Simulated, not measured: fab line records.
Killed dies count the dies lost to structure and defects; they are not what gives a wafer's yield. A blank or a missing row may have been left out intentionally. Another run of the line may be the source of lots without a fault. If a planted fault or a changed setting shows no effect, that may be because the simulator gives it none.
Which of the tools did it? ; flow sky130 ; 36 wafers from 12 lots sampled at 5 of the route's 708 steps

WHAT THE GAUGES READ, wafer by wafer
Not one reading of a measure or inspect step in the record can be checked against a usual standard deviation.

WHAT TOOL EACH LOT RAN ON (gives the tool, then ch and the chambers of the sampled wafers, and finally the start)
lot;SKY_PWDE_STRIP_09;SKY_CAP2M_SPUTTER_02;SKY_CAP2M_STRIP_14;SKY_METAL5_SPUTTER_00;SKY_PAD_OPEN_PROBE_99
L369;plasma asher-03 ch 0,1, day 4 03:45;pvd sputter-03, day 39 22:46;plasma asher-01 ch 0,1, day 40 22:41;pvd sputter-01, day 43 02:37;-
L370;plasma asher-01 ch 0,1, day 4 10:39;pvd sputter-02, day 40 13:20;plasma asher-04 ch 1, day 41 12:53;pvd sputter-03, day 43 15:13;-
L371;plasma asher-02 ch 0,1, day 4 12:56;pvd sputter-03, day 40 11:41;plasma asher-01 ch 0,1, day 41 11:55;pvd sputter-01, day 43 14:07;-
L372;plasma asher-03 ch 1, day 4 19:27;pvd sputter-03, day 40 16:11;plasma asher-02 ch 0,1, day 41 16:29;pvd sputter-04, day 43 17:58;-
L374;plasma asher-03 ch 0,1, day 5 04:21;pvd sputter-02, day 42 09:59;plasma asher-04 ch 0,1, day 43 09:20;pvd sputter-01, day 45 10:10;-
L375;plasma asher-02 ch 0,1, day 5 12:57;pvd sputter-02, day 42 11:34;plasma asher-02 ch 0,1, day 43 11:13;pvd sputter-01, day 45 11:10;-
L376;plasma asher-02 ch 0,1, day 5 20:08;pvd sputter-01, day 42 09:49;plasma asher-02 ch 0,1, day 43 09:09;pvd sputter-04, day 45 09:31;-
L377;plasma asher-03 ch 0,1, day 5 23:49;pvd sputter-01, day 42 14:07;plasma asher-02 ch 0,1, day 43 13:07;pvd sputter-01, day 45 14:04;-
L383;plasma asher-02 ch 0,1, day 7 07:15;pvd sputter-03, day 43 19:48;plasma asher-02 ch 0,1, day 44 18:52;pvd sputter-01, day 46 16:53;prober-02, day 49 06:02
L384;plasma asher-01 ch 0,1, day 7 12:57;pvd sputter-03, day 44 02:37;plasma asher-01 ch 0,1, day 45 00:29;pvd sputter-01, day 46 21:42;-
L385;plasma asher-02 ch 0,1, day 7 19:56;pvd sputter-02, day 44 08:12;plasma asher-04 ch 0,1, day 45 06:37;pvd sputter-01, day 47 01:22;prober-02, day 49 13:18
L391;plasma asher-03 ch 0, day 9 09:51;pvd sputter-03, day 45 21:29;plasma asher-02 ch 0,1, day 46 18:02;pvd sputter-04, day 48 13:35;-
- SKY_PWDE_STRIP_09: strips in O2/N2.
- SKY_CAP2M_SPUTTER_02: material TiN, target thk 200 nm, time 166.7 s.
- SKY_CAP2M_STRIP_14: strips in O2/N2.
- SKY_METAL5_SPUTTER_00: material Ti, target thk 15 nm, time 10 s.
- SKY_PAD_OPEN_PROBE_99

WHAT THE TOOLS THEMSELVES READ (means of the sampled wafers that have a number; where no wafer has one, the mark that the record gives instead)
SKY_PWDE_STRIP_09.
lot;tool;drypump motor current A (A);n2 flow sccm (sccm);oes product au (a.u.);strip time to endpoint s (s)
L369;plasma asher-03;6.5;299.2;0.723;36.83
L370;plasma asher-01;5.5;299.3;0.724;36.74
L371;plasma asher-02;6.1;299.8;0.723;36.86
L372;plasma asher-03;6.3;300.7;0.719;36.77
L374;plasma asher-03;6.5;299.2;0.723;36.85
L375;plasma asher-02;6.1;299.8;0.726;36.94
L376;plasma asher-02;6.0;300.1;0.722;37.04
L377;plasma asher-03;6.4;300.6;0.721;36.85
L383;plasma asher-02;6.1;299.5;0.724;36.82
L384;plasma asher-01;6.0;300.2;0.722;36.92
L385;plasma asher-02;6.1;299.7;0.726;36.85
L391;plasma asher-03;6.6;299.5;0.726;36.81

SKY_CAP2M_SPUTTER_02.
lot;tool;chamber pressure pa (Pa);throttle valve pct (%)
L369;pvd sputter-03;0.4005;30.8
L370;pvd sputter-02;0.4003;29.6
L371;pvd sputter-03;0.4002;30.7
L372;pvd sputter-03;0.3995;30.6
L374;pvd sputter-02;0.4009;29.7
L375;pvd sputter-02;0.4006;29.8
L376;pvd sputter-01;0.4000;29.8
L377;pvd sputter-01;0.3994;29.9
L383;pvd sputter-03;0.4006;30.9
L384;pvd sputter-03;0.4002;30.8
L385;pvd sputter-02;0.4001;29.6
L391;pvd sputter-03;0.4002;29.6

SKY_CAP2M_STRIP_14.
lot;tool;drypump motor current A (A);n2 flow sccm (sccm);oes product au (a.u.);strip time to endpoint s (s)
L369;plasma asher-01;5.4;299.5;0.710;12.70
L370;plasma asher-04;5.4;299.7;0.710;12.67
L371;plasma asher-01;5.5;300.2;0.713;12.60
L372;plasma asher-02;6.1;300.5;0.712;12.63
L374;plasma asher-04;5.5;301.3;0.709;12.63
L375;plasma asher-02;6.1;300.2;0.710;12.65
L376;plasma asher-02;6.1;299.2;0.710;12.66
L377;plasma asher-02;6.1;299.7;0.711;12.67
L383;plasma asher-02;6.1;299.0;0.706;12.62
L384;plasma asher-01;6.0;299.7;0.710;12.68
L385;plasma asher-04;5.4;299.7;0.717;12.67
L391;plasma asher-02;6.1;300.9;0.711;12.58

SKY_METAL5_SPUTTER_00.
lot;tool;chamber pressure pa (Pa);throttle valve pct (%)
L369;pvd sputter-01;0.4002;29.9
L370;pvd sputter-03;0.4004;29.8
L371;pvd sputter-01;0.3999;30.4
L372;pvd sputter-04;0.3995;29.6
L374;pvd sputter-01;0.4005;29.7
L375;pvd sputter-01;0.4003;30.5
L376;pvd sputter-04;0.4004;30.1
L377;pvd sputter-01;0.4010;30.7
L383;pvd sputter-01;0.3999;31.0
L384;pvd sputter-01;0.3998;30.0
L385;pvd sputter-01;0.3998;30.0
L391;pvd sputter-04;0.3995;30.0

SKY_PAD_OPEN_PROBE_99.
lot;tool;killed_at_M0_to_M3;killed_at_M4_up;killed at contacts;killed at front end;killed at other;killed dies;killed open;killed short
L383;prober-02;40;2;19;43;0.3;105;38;37
L385;prober-02;40;3;20;53;0.0;116;42;33

THE ANSWER, worked out from the rows above alone
Rule: usual is defined by the lots themselves. The widest of any qualifying gaps counts: lots, ordered by their means at a reading, are off when they make up no more than a third of the lots, leave a main group of 4 or more, and stand apart from it by 3 or more times the standard deviation of that group's means. A main group is skipped when, at the precision printed for the reading in the tables above, its means are all equal. A lot without any number at a reading at which 4 lots or more have one is off too. Any other lot the step has rows for is counted as sound. First the gauges in route order, then the tools' own readings, where a lot's mean is used as printed above. At the first step where some lot is off, the reading lying furthest off is the one used; lots without a number count as furthest.
No lot is off on any of the readings shown, so nothing can be concluded from this.

WHAT THE SIMULATOR PUT IN
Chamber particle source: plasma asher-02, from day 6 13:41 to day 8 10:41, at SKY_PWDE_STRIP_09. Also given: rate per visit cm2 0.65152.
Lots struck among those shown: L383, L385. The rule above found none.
